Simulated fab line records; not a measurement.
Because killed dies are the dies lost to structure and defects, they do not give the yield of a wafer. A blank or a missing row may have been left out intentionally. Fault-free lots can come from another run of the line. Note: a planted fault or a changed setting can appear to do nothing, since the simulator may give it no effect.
8D (eight disciplines) problem report, filled in by code | flow sky130 | the parts of the form that need people (team, actions taken, sign-off) are left out

1. WHAT WENT WRONG
spinSpeedRpm at SKY_VT_ADJUST_LVTN_COAT_13 reads a mean of 3162.4 rpm on 9 wafers of 3 lots; wafers without a fault read 3000.1 rpm with a standard deviation of 2.1. That is +77 standard deviations from the usual mean.
The step: resist thk 1140 nm.
First seen on wafer L923.1, day 12 11:16, on lithoTrack-04. The record has a number at this step for 45 wafers belonging to 15 lots. Rule for "out" (also "out of limits"): further than 4 standard deviations from the usual mean. The rest of the wafers with a number are treated as sound.

2. WHAT IT IS, WHAT IT ISN'T
question                    | is                     | is not
which readings at this step | spinSpeedRpm           | -
which lots                  | L923, L924, L925       | L904, L905, L906, L907, L908, L910, L911, L912, L914, L915, L916, L927
which wafers of those lots  | all that have a number | -
read on which tools         | lithoTrack-04          | lithoTrack-01, lithoTrack-03
when                        | from day 12 11:16      | up to then (33 sound wafers); but 3 sound wafers of L927 came after

3. WHAT RULES OUT EACH SUSPECT
Counting: any tool at a process step up to the reading is kept as a suspect provided that every lot that is out went through it and no sound lot did after the first of them.
- lithoTrack-04 at SKY_VT_ADJUST_LVTN_COAT_13 (resist thk 1140 nm): kept. Every lot that is out went through it, starting with L923 (day 12 11:16), and after that it ran no sound lot; the last sound lot it ran before then is L915 (day 10 12:31). Out on those wafers are its own readings of spinSpeedRpm.
Remaining after the count: lithoTrack-04 at SKY_VT_ADJUST_LVTN_COAT_13.

4. THE CAUSE (what the simulator had put in)
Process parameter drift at SKY_VT_ADJUST_LVTN_COAT_13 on lithoTrack-04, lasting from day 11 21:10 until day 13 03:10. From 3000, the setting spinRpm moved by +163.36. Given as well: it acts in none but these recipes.
After counting, this tool was the only one left.

5. SEQUENCE OF EFFECTS, ordered by route
Rows list readings where the struck wafers' mean (over those with a number) sits beyond 3 standard deviations from the usual. Only readings for which the record gives a usual standard deviation are gone through. hours: the time from each lot's start at the first step in this table that gives one to its start at this step, as a median over the lots. sigmas: the change in usual standard deviations.
hours | step                        | reading              | usual      | on struck wafers | change | sigmas
0     | SKY_VT_ADJUST_LVTN_COAT_13  | spinSpeedRpm         | 3000.1 rpm | 3162.4           | +162.3 | +77
13    | SKY_VT_ADJUST_LVTN_STRIP_20 | stripTimeToEndpointS | 14.16 s    | 13.81            | -0.35  | -8.9
It contains these process steps:
- SKY_VT_ADJUST_LVTN_COAT_13: resist thk 1140 nm.
- SKY_VT_ADJUST_LVTN_STRIP_20: strips in O2/N2.
At these later measuring or inspecting steps, every struck wafer for which the step has a row has a number for every such reading, and none has moved that far: SKY_VT_ADJUST_LVTN_TW_MEAS_21.

6. WHAT WOULD HAVE CAUGHT IT SOONER
In this record the first reading out of limits was taken at day 12 11:16, 14 hours after the fault began at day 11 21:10.
